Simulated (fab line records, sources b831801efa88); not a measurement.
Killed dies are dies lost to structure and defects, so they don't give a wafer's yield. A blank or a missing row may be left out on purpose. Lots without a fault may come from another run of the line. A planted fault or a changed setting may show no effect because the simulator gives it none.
Which tool did it? | flow gf180mcu | 14 lots, 42 wafers sampled, at 5 steps of a route of 602

WHAT THE GAUGES READ, wafer by wafer
GF_VT_IMPLANT_OVL_MEAS_07. Usual: VT_IMPLANT_OVL 0.3 nm, standard deviation 1.3.
lot  | measured     | on         | VT_IMPLANT_OVL (nm) | flag
L941 | day 6 02:02  | overlay-01 | 1.0 -0.6 -0.4       |
L942 | day 6 10:10  | overlay-01 | 1.2 0.7 0.4         |
L943 | day 6 10:27  | overlay-01 | 0.3 2.5 0.4         |
L944 | day 6 14:13  | overlay-02 | 1.4 -0.3 0.1        |
L947 | day 7 06:25  | overlay-01 | 1.6 1.4 -0.4        |
L948 | day 7 12:06  | overlay-02 | 0.8 2.3 2.2         |
L949 | day 7 15:49  | overlay-01 | 1.3 1.7 1.7         |
L951 | day 8 06:10  | overlay-01 | -3.1 -1.4 0.0       |
L958 | day 10 01:22 | overlay-02 | 1.0 1.0 0.3         |
L959 | day 10 04:19 | overlay-02 | -1.2 -2.4 -1.6      |
L960 | day 10 12:42 | overlay-02 | -1.8 1.5 -0.5       |
L961 | day 10 16:08 | overlay-02 | 1.4 1.5 -2.3        |
L962 | day 11 03:15 | overlay-01 | 0.3 0.7 0.4         |
L963 | day 11 05:10 | overlay-01 | 1.3 0.4 -0.2        |

GF_DUAL_GATE_OVL_MEAS_11. Usual: DUAL_GATE_OVL 0.2 nm, standard deviation 1.4.
lot  | measured     | on         | DUAL_GATE_OVL (nm) | flag
L941 | day 8 18:48  | overlay-02 | 1.1 1.7 0.4        |
L942 | day 9 04:40  | overlay-02 | -1.4 -1.9 -1.2     |
L943 | day 9 06:02  | overlay-01 | 1.6 2.0 2.5        |
L944 | day 9 08:51  | overlay-02 | 0.9 1.8 -1.6       |
L947 | day 10 03:42 | overlay-01 | 0.9 0.0 1.8        |
L948 | day 10 09:57 | overlay-01 | -1.4 -1.1 0.8      |
L949 | day 10 14:11 | overlay-01 | - - -              | OFF
L951 | day 11 05:59 | overlay-02 | - - -              | OFF
L958 | day 13 08:09 | overlay-01 | 1.4 -0.6 1.5       |
L959 | day 13 11:25 | overlay-02 | -0.4 2.8 1.6       |
L960 | day 13 21:11 | overlay-02 | 0.4 2.5 0.6        |
L961 | day 14 02:57 | overlay-01 | 2.1 1.8 2.3        |
L962 | day 14 13:35 | overlay-02 | -1.1 2.3 1.3       |
L963 | day 14 17:02 | overlay-02 | 0.1 -0.4 0.9       |

GF_POLY_GATE_OVL_MEAS_11. Usual: POLY_GATE_OVL 2 nm, standard deviation 5.7.
lot  | measured     | on         | POLY_GATE_OVL (nm) | flag
L941 | day 9 15:22  | overlay-01 | 1 4 3              |
L942 | day 10 01:19 | overlay-01 | 2 7 7              |
L943 | day 10 01:49 | overlay-02 | 3 4 10             |
L944 | day 10 07:55 | overlay-01 | 1 7 11             |
L947 | day 11 01:25 | overlay-02 | 10 7 7             |
L948 | day 11 07:14 | overlay-02 | 2 7 -2             |
L958 | day 14 09:32 | overlay-01 | 9 11 10            |
L959 | day 14 11:31 | overlay-02 | 9 4 6              |
L960 | day 14 21:46 | overlay-01 | -4 -6 1            |
L961 | day 15 04:24 | overlay-01 | 4 -5 3             |
L962 | day 15 15:19 | overlay-01 | 4 7 8              |
L963 | day 15 17:19 | overlay-01 | 0 4 3              |

WHICH TOOL RAN EACH LOT (tool, then ch and the chambers of the sampled wafers, then the start)
lot  | GF_DNWELL_STRIP_08                  | GF_DUAL_GATE_DEVELOP_10
L941 | plasma_asher-02 ch 1, day 3 05:03   | litho_track-01 ch 0, day 8 18:39
L942 | plasma_asher-02 ch 0,1, day 3 12:23 | litho_track-03 ch 0, day 9 04:32
L943 | plasma_asher-02 ch 0,1, day 3 12:29 | litho_track-02 ch 0, day 9 05:53
L944 | plasma_asher-02 ch 0,1, day 3 15:46 | litho_track-03 ch 0, day 9 08:42
L947 | plasma_asher-02 ch 0,1, day 4 05:38 | litho_track-02 ch 0, day 10 03:35
L948 | plasma_asher-02 ch 0,1, day 4 09:49 | litho_track-02 ch 0, day 10 09:50
L949 | plasma_asher-02 ch 0, day 4 13:30   | litho_track-02 ch 0, day 10 14:04
L951 | plasma_asher-03 ch 0,1, day 5 00:30 | litho_track-02 ch 0, day 11 05:52
L958 | plasma_asher-02 ch 0,1, day 6 14:42 | litho_track-01 ch 0, day 13 08:01
L959 | plasma_asher-02 ch 0,1, day 6 17:51 | litho_track-03 ch 0, day 13 11:16
L960 | plasma_asher-03 ch 0,1, day 6 23:48 | litho_track-02 ch 0, day 13 21:02
L961 | plasma_asher-01 ch 0,1, day 7 03:54 | litho_track-03 ch 0, day 14 02:48
L962 | plasma_asher-03 ch 0,1, day 7 13:06 | litho_track-02 ch 0, day 14 13:26
L963 | plasma_asher-03 ch 0,1, day 7 15:03 | litho_track-02 ch 0, day 14 16:55
- GF_DNWELL_STRIP_08: strips in O2/N2.
- GF_DUAL_GATE_DEVELOP_10: develop time 60 s.

WHAT THE TOOLS THEMSELVES READ (means of the sampled wafers that have a number; where no wafer has one, the mark that the record gives instead)
GF_DNWELL_STRIP_08. Usual: drypump_motor_current_A 6.00 A, standard deviation 0.29; heater_power_w 332 W, standard deviation 15; oes_product_au 0.723 a.u., standard deviation 0.0044; strip_time_to_endpoint_s 36.97 s, standard deviation 0.12.
lot  | tool            | drypump_motor_current_A (A) | heater_power_w (W) | oes_product_au (a.u.) | strip_time_to_endpoint_s (s) | flag
L941 | plasma_asher-02 | 5.69                        | 354                | 0.723                 | 37.22                        |
L942 | plasma_asher-02 | 5.88                        | 332                | 0.721                 | 37.10                        |
L943 | plasma_asher-02 | 5.89                        | 337                | 0.720                 | 36.83                        |
L944 | plasma_asher-02 | 5.89                        | 336                | 0.720                 | 37.08                        |
L947 | plasma_asher-02 | 5.90                        | 336                | 0.725                 | 37.06                        |
L948 | plasma_asher-02 | 5.79                        | 349                | 0.723                 | 37.09                        |
L949 | plasma_asher-02 | 5.97                        | 320                | 0.724                 | 37.05                        |
L951 | plasma_asher-03 | 6.16                        | 321                | 0.727                 | 37.06                        |
L958 | plasma_asher-02 | 5.91                        | 317                | 0.725                 | 36.95                        |
L959 | plasma_asher-02 | 5.79                        | 331                | 0.724                 | 36.87                        |
L960 | plasma_asher-03 | 6.33                        | 331                | 0.718                 | 36.83                        |
L961 | plasma_asher-01 | 5.50                        | 317                | 0.725                 | 36.86                        |
L962 | plasma_asher-03 | 6.33                        | 327                | 0.726                 | 36.98                        |
L963 | plasma_asher-03 | 6.18                        | 328                | 0.725                 | 36.89                        |

THE ANSWER, worked out from the rows above alone
Rule: a lot is off if the mean of its wafers that have a number lies more than 3 standard deviations from the usual mean. A lot without any number at a reading at which 4 lots or more have one is off too. The other lots that the step has rows for count as sound. The gauges are gone through in route order, then the tools' own readings, and for those a lot's mean is taken as printed above. The first step at which some lot is off is used, and at that step the reading that is off furthest; a lot without a number counts as furthest.
Off: L949, L951, at GF_DUAL_GATE_OVL_MEAS_11 (DUAL_GATE_OVL). Without a number there: L949, L951.
A tool fits if, at a process step before that reading, it ran every lot that is off, and no sound lot after the first of them. The gauges at GF_DUAL_GATE_OVL_MEAS_11 are tried like those tools. None of those tried fits.

WHAT THE SIMULATOR HAD PUT IN
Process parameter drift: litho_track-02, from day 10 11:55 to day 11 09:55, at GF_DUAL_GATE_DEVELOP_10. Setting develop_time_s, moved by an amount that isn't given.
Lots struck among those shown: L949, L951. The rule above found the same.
